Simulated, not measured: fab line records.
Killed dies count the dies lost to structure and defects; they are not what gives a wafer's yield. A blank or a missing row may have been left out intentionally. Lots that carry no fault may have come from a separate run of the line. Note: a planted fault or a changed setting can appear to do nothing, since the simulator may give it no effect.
fab line records    flow sky130
[record] lots = 14  wafers = 42  last_day = 50
route steps=708 shown GATE_OXIDE@198
lots that met no fault: taken from a fault-free run of the same line
start_h: hours from the record's opening day to when the first of the lot's shown wafers began    wait_h: time in hours since the lot's previous step    " identical to the entry in the row above    L1.1+2: a single row standing in for several wafers    - no value, or no start given    * or withheld: withheld    < > ~ a bound
route shown NAME@n: a module of which the file shows steps, and the number in the route of the first    usual: mean and standard deviation over wafers with no fault    same: alike in all rows    chamber/n: place in a boat    sites: the reading at each site    _std_site: how widely they spread, as a standard deviation    _edge_site: outer sites' mean less inner sites'    radius_mm: how far each site lies from the wafer's centre    mask NAME#n: copy n    behind: the last tool/chamber to shape the wafer    hold: cause of the lot's hold/its duration in hours/its outcome    device: transistor that didn't switch, given as n, p or np    end of line: at the end of the route, the tests of the same wafers    a step given without rows: its recipe and nothing more    killed: dies lost to structure and defects at the first sort, not the wafer's yield    map: dies across one wafer; x = killed, . = not, _ = none there
set.NAME: the setting as run; set.NAME@STEP: as run at that earlier step    model.NAME: the simulator's own value behind a step, which no gauge read
route steps across a sampled set of lots; one table per step, one row per wafer
services: from which hour (start_h, from the record's first day; less than 0 if before it) a tool's chamber was out of use, for how many hours, and why
[[steps]]
[step SKY_GATE_OXIDE_IMPLANT_11]
[recipe] species = B  energy_kev = 10  dose_cm2 = 2.6e+12  tilt_deg = withheld
[usual] beam_energy_keV = 9.999/0.003  dose_ions_cm2 = 2.5995e+12/2.9e+09  faraday_current_uA = 14.64/0.26
lot.wafer  tool          chamber  start_h  wait_h  beam_energy_keV  dose_ions_cm2  faraday_current_uA
L197.2     implanter-02  0        312.75   0.0     9.998            2.5993e+12     14.37
L197.3     "             0        "        "       10.000           2.5983e+12     14.87
L197.6     "             0        "        "       9.998            2.6022e+12     14.54
L199.2     implanter-01  0        326.41   0.0     9.998            2.6018e+12     14.61
L199.3     "             0        "        "       9.996            2.6012e+12     14.58
L199.6     "             0        "        "       9.996            2.6025e+12     14.32
L200.2     implanter-02  0        339.49   0.0     10.002           2.5995e+12     14.72
L200.5     "             0        "        "       10.000           2.5974e+12     14.44
L200.6     "             0        "        "       9.997            2.6025e+12     14.34
L201.1     implanter-03  0        350.69   0.0     10.002           2.5972e+12     14.70
L201.2     "             0        "        "       9.997            2.5957e+12     14.84
L201.3     "             0        "        "       9.997            2.5985e+12     14.73
L202.1     implanter-01  0        356.47   0.0     9.997            2.6011e+12     14.85
L202.3     "             0        "        "       10.000           2.6004e+12     14.94
L202.4     "             0        "        "       10.004           2.603e+12      14.59
L203.4     implanter-02  0        357.36   0.1     9.990            2.5972e+12     14.67
L203.5     "             0        "        "       10.001           2.6013e+12     14.56
L203.6     "             0        "        "       10.000           2.5971e+12     14.25
L204.1     implanter-01  0        369.77   0.0     10.005           2.6045e+12     14.93
L204.2     "             0        "        "       10.003           2.602e+12      14.74
L204.3     "             0        "        "       10.002           2.598e+12      14.29
L211.1     implanter-01  0        429.32   0.0     10.001           2.8303e+12     15.21
L211.3     "             0        "        "       9.999            2.8233e+12     16.32
L211.6     "             0        "        "       9.996            2.8297e+12     15.90
L212.1     implanter-01  0        452.09   0.0     10.000           2.8221e+12     15.80
L212.3     "             0        "        "       10.001           2.8214e+12     15.73
L212.6     "             0        "        "       9.998            2.8215e+12     15.92
L213.2     implanter-02  0        455.11   0.0     9.995            2.6003e+12     15.09
L213.3     "             0        "        "       9.995            2.6015e+12     14.74
L213.4     "             0        "        "       9.995            2.597e+12      14.80
L214.1     implanter-02  0        461.77   0.0     9.998            2.6032e+12     15.03
L214.5     "             0        "        "       9.998            2.6e+12        14.38
L214.6     "             0        "        "       9.999            2.6002e+12     14.83
L217.1     implanter-03  0        483.32   0.0     10.000           2.5963e+12     14.65
L217.2     "             0        "        "       9.997            2.5972e+12     14.38
L217.4     "             0        "        "       10.002           2.5984e+12     14.41
L218.1     implanter-03  0        492.62   0.0     9.999            2.5996e+12     15.04
L218.4     "             0        "        "       10.002           2.5946e+12     14.80
L218.6     "             0        "        "       9.996            2.6003e+12     14.57
L220.4     implanter-02  0        505.16   0.1     9.996            2.5986e+12     14.31
L220.5     "             0        "        "       10.002           2.602e+12      14.99
L220.6     "             0        "        "       10.000           2.6002e+12     15.18
[[services]]
tool          chamber  start_h  hours  kind
implanter-03  -        303.68   3.8    repair
implanter-02  -        323.83   3.4    pm
implanter-03  -        432.95   3.3    pm
implanter-01  -        447.32   2.3    pm
implanter-02  -        473.37   10.7   repair
implanter-03  -        486.16   1.9    repair
implanter-01  -        501.57   2.8    repair
[[key]]
[first_sign] step = SKY_GATE_OXIDE_IMPLANT_11  reading = dose_ions_cm2  direction = up  sigmas = 77  usual = *  struck = *
[effect] step = SKY_GATE_OXIDE_IMPLANT_11  reading = faraday_current_uA  direction = up  sigmas = 4.5  usual = 14.64  struck = 15.81
met_at SKY_GATE_OXIDE_IMPLANT_11
struck_lots L211,L212
tester_left_out L211,L212
onset_between 369.77 429.32
[fault] kind = process_parameter_drift  tool = implanter-01  chamber = -  onset_h = 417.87  steps = SKY_GATE_OXIDE_IMPLANT_11  channel = dose_cm2  offset = *  shape = step  end_h = 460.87  acts_in = *  stated = *
// tester_left_out: of these lots the tester's yield and bins aren't shown, on N5 and GAA mostly nor the transistor test; their killed dies are dies lost to structure and defects alone, not to doping, threshold or leakage, so they don't give the yield
